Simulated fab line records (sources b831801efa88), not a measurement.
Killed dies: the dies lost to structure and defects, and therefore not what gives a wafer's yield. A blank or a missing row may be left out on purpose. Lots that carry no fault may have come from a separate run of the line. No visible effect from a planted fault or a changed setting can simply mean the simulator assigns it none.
The tool behind it: which one? | flow gf180mcu | 11 lots with 33 wafers sampled at 4 steps, on a route of 602 steps

## WHAT THE GAUGES SHOWED, per wafer
GF_VT_IMPLANT_OVL_MEAS_18.
lot  | measured     | on         | VT_IMPLANT_01_OVL (nm)
L715 | day 6 13:49  | overlay-01 | 1.6 2.1 0.1
L722 | day 8 05:52  | overlay-02 | -2.7 -1.7 -2.1
L723 | day 8 18:37  | overlay-02 | - - -
L727 | day 9 17:38  | overlay-02 | 0.6 0.3 0.8
L729 | day 10 05:19 | overlay-01 | 0.8 0.0 1.0
L730 | day 10 10:47 | overlay-02 | -1.6 -0.9 -0.5
L731 | day 10 18:11 | overlay-02 | -0.9 -2.7 -1.4
L732 | day 11 00:10 | overlay-01 | 2.9 2.9 2.4
L733 | day 11 07:48 | overlay-01 | 1.9 2.0 0.4
L734 | day 11 13:23 | overlay-02 | -0.6 1.4 3.3
L737 | day 12 07:25 | overlay-02 | 2.5 1.6 0.2

GF_VT_IMPLANT_TW_MEAS_21.
lot  | measured     | on            | VT_IMPLANT_2_TW
L715 | day 6 14:07  | film metro-03 | 1206 1204 1209
L722 | day 8 06:09  | film metro-03 | 1201 1208 1202
L723 | day 8 18:55  | film metro-01 | 30 30 30
L727 | day 9 17:56  | film metro-03 | 1205 1206 1204
L729 | day 10 05:36 | film metro-04 | 1208 1210 1206
L730 | day 10 11:04 | film metro-04 | 1209 1212 1207
L731 | day 10 18:29 | film metro-04 | 1207 1210 1202
L732 | day 11 00:28 | film metro-04 | 1208 1203 1203
L733 | day 11 08:05 | film metro-03 | 1202 1211 1206
L734 | day 11 13:41 | film metro-04 | 1195 1196 1201
L737 | day 12 07:43 | film metro-01 | 1231 1232 1235

GF_VT_IMPLANT_TW_MEAS_32.
lot  | measured     | on            | VT_IMPLANT_3_TW
L715 | day 7 05:19  | film metro-01 | 272.2 270.8 271.0
L722 | day 8 22:44  | film metro-03 | 266.1 266.6 266.9
L723 | day 9 11:26  | film metro-04 | 1203.6 1217.6 1204.8
L727 | day 10 12:11 | film metro-03 | 268.3 267.9 266.7
L729 | day 11 00:09 | film metro-04 | 265.5 266.0 265.7
L730 | day 11 05:48 | film metro-03 | 267.2 269.0 267.0
L731 | day 11 13:22 | film metro-03 | 267.8 267.2 266.0
L732 | day 11 19:47 | film metro-01 | 272.0 271.3 270.9
L733 | day 12 03:14 | film metro-04 | 266.9 266.8 268.2
L734 | day 12 08:41 | film metro-03 | 265.2 265.1 264.4
L737 | day 13 03:22 | film metro-01 | 272.4 271.6 273.5

## WHICH TOOL RAN EACH LOT (tool, then ch and the chambers of the sampled wafers, then the start)
lot  | GF_VT_IMPLANT_EXPOSE_15
L715 | iline stepper-02 ch 0, day 6 06:40
L722 | iline stepper-01 ch 0, day 7 22:00
L723 | iline stepper-01 ch 0, day 8 10:44
L727 | iline stepper-02 ch 0, day 9 09:42
L729 | iline stepper-02 ch 0, day 9 20:40
L730 | iline stepper-02 ch 0, day 10 01:40
L731 | iline stepper-01 ch 0, day 10 09:06
L732 | iline stepper-02 ch 0, day 10 15:03
L733 | iline stepper-01 ch 0, day 10 22:18
L734 | iline stepper-01 ch 0, day 11 04:41
L737 | iline stepper-01 ch 0, day 11 21:44
- GF_VT_IMPLANT_EXPOSE_15: exposes mask Nwell LV AREA, target cd 860 nm.

## AS READ BY THE TOOLS THEMSELVES (means over the sampled wafers that have a number; for cases with no such wafer, the mark the record gives instead)
The record holds no such reading with a usual standard deviation.

## THE ANSWER, worked out from the rows above alone
Rule: what is usual is taken from the lots themselves. The widest of any qualifying gaps counts: lots, ordered by their means at a reading, are off when they make up no more than a third of the lots, leave a main group of 4 or more, and stand apart from it by 3 or more times the standard deviation of that group's means. If all means in a main group match to the digits the tables above print for the reading, that group is not used. A lot without any number at a reading at which 4 lots or more have one is off too. The other lots that the step has rows for count as sound. After the gauges, taken in route order, come the tools' own readings; for these a lot's mean is taken, as printed above. The first step at which some lot is off is used, and at that step the reading that is off furthest; a lot without a number counts as furthest.
Off: at GF_VT_IMPLANT_OVL_MEAS_18 (VT_IMPLANT_01_OVL), L723. Without a number there: L723. For the main group the mean is 0.5 nm and the standard deviation 1.5.
A tool fits if, at a process step before that reading, it ran every lot that is off, and no sound lot after the first of them. Not tried: the gauges at GF_VT_IMPLANT_OVL_MEAS_18; whatever is off there is also off at GF_VT_IMPLANT_TW_MEAS_21, on other tools, and gauge error can't account for it. Not one of the candidates tried fits.

## WHAT THE SIMULATOR HAD PUT IN
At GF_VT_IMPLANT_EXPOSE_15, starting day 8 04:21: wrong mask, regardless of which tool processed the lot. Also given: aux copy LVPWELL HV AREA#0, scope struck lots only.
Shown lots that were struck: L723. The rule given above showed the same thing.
